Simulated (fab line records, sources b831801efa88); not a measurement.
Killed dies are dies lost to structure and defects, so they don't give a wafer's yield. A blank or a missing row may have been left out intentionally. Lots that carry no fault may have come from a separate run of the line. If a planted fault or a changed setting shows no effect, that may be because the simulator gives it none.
Which tool was responsible?    flow sky130    Sampling: 12 lots, 36 wafers, 3 of 708 route steps

WHAT EACH GAUGE READ, for each wafer
SKY_METAL1_CD_MEAS_15: target cd 140 nm.
lot   measured      on         cd_nm (nm)
L962  day 34 03:10  cd_sem-02  139.2 140.3 138.8
L963  day 34 06:54  cd_sem-01  140.3 140.8 140.7
L964  day 34 11:13  cd_sem-02  138.5 139.0 139.1
L965  day 35 06:04  cd_sem-02  137.7 138.3 138.1
L968  day 35 17:01  cd_sem-02  139.4 139.5 139.3
L969  day 36 14:18  cd_sem-02  140.6 140.9 139.4
L974  day 37 21:52  cd_sem-01  139.1 140.4 140.9
L982  day 39 23:36  cd_sem-02  140.1 139.4 140.0
L983  day 40 13:40  cd_sem-01  140.6 142.4 140.4
L984  day 40 14:38  cd_sem-01  136.6 136.5 136.7
L985  day 40 22:56  cd_sem-02  143.6 143.2 141.8

SKY_VIA1_THK_MEAS_23: measures by xrf.
lot   measured      on             VIA1_W_THK (nm)
L962  day 35 08:22  film_metro-01  261.7 258.1 260.2
L963  day 35 12:30  film_metro-04  256.2 258.0 259.4
L964  day 35 16:58  film_metro-02  258.9 257.3 259.0
L965  day 36 11:36  film_metro-02  261.9 258.3 261.1
L968  day 36 22:04  film_metro-02  261.0 259.4 263.8
L969  day 37 18:59  film_metro-01  258.4 257.3 259.2
L974  day 39 02:47  film_metro-04  256.0 256.4 252.0
L982  day 41 03:09  film_metro-02  256.3 256.6 256.1
L983  day 41 16:20  film_metro-04  260.2 262.1 259.6
L984  day 41 17:50  film_metro-01  259.5 258.3 257.2
L985  day 42 02:49  film_metro-01  263.5 260.9 260.8

WHICH TOOL RAN EACH LOT (tool, then ch and the chambers of the sampled wafers, then the start)
lot   SKY_SONOS_ONO_STRIP_17
L962  plasma_asher-03 ch 0,1, day 13 09:50
L963  plasma_asher-03 ch 0,1, day 13 21:22
L964  plasma_asher-02 ch 0,1, day 14 02:46
L965  plasma_asher-02 ch 0,1, day 14 12:49
L968  plasma_asher-04 ch 0,1, day 15 07:28
L969  plasma_asher-03 ch 0,1, day 15 23:40
L974  plasma_asher-04 ch 0,1, day 17 10:36
L975  plasma_asher-02 ch 0,1, day 17 18:05
L982  plasma_asher-04 ch 0,1, day 19 23:01
L983  plasma_asher-03 ch 0,1, day 20 17:29
L984  plasma_asher-02 ch 0,1, day 20 19:46
L985  plasma_asher-03 ch 0,1, day 21 05:49
- SKY_SONOS_ONO_STRIP_17: strips in O2/N2.

WHAT THE TOOLS THEMSELVES READ (means of the sampled wafers that have a number; where no wafer has one, the mark that the record gives instead)
SKY_SONOS_ONO_STRIP_17.
lot   tool             drypump_motor_current_A (A)  n2_flow_sccm (sccm)  oes_product_au (a.u.)  strip_time_to_endpoint_s (s)
L962  plasma_asher-03  5.64                         300.4                0.712                  14.14
L963  plasma_asher-03  5.63                         301.1                0.711                  14.07
L964  plasma_asher-02  5.81                         300.0                0.711                  14.09
L965  plasma_asher-02  5.81                         300.2                0.710                  14.12
L968  plasma_asher-04  5.84                         300.2                0.707                  14.13
L969  plasma_asher-03  5.41                         298.6                0.707                  14.11
L974  plasma_asher-04  5.95                         299.1                0.709                  14.09
L975  plasma_asher-02  5.83                         300.8                0.921                  -
L982  plasma_asher-04  5.94                         298.8                0.705                  14.16
L983  plasma_asher-03  5.64                         299.9                0.707                  14.06
L984  plasma_asher-02  5.86                         300.6                0.712                  14.13
L985  plasma_asher-03  5.62                         299.3                0.713                  14.14

THE ANSWER, worked out from the rows above alone
Rule: what is usual is taken from the lots themselves. The widest of any qualifying gaps counts: lots, ordered by their means at a reading, are off when they make up no more than a third of the lots, leave a main group of 4 or more, and stand apart from it by 3 or more times the standard deviation of that group's means. If all means in a main group match to the digits the tables above print for the reading, that group is not used. Also off: a lot with no number at a reading for which 4 or more lots have one. Any other lot the step has rows for is counted as sound. First the gauges in route order, then the tools' own readings, where a lot's mean is used as printed above. The first step at which some lot is off is used, and at that step the reading that is off furthest; a lot without a number counts as furthest.
Off: L975 (SKY_SONOS_ONO_STRIP_17, strip_time_to_endpoint_s). Without a number there: L975. Mean 14.11 s and standard deviation 0.03 in the main group.
If a tool, at that step or one of the process steps before it, ran each lot that is off and ran no sound lot following the first of them, it fits. None of those tried fits.

WHAT HAD BEEN PUT IN BY THE SIMULATOR
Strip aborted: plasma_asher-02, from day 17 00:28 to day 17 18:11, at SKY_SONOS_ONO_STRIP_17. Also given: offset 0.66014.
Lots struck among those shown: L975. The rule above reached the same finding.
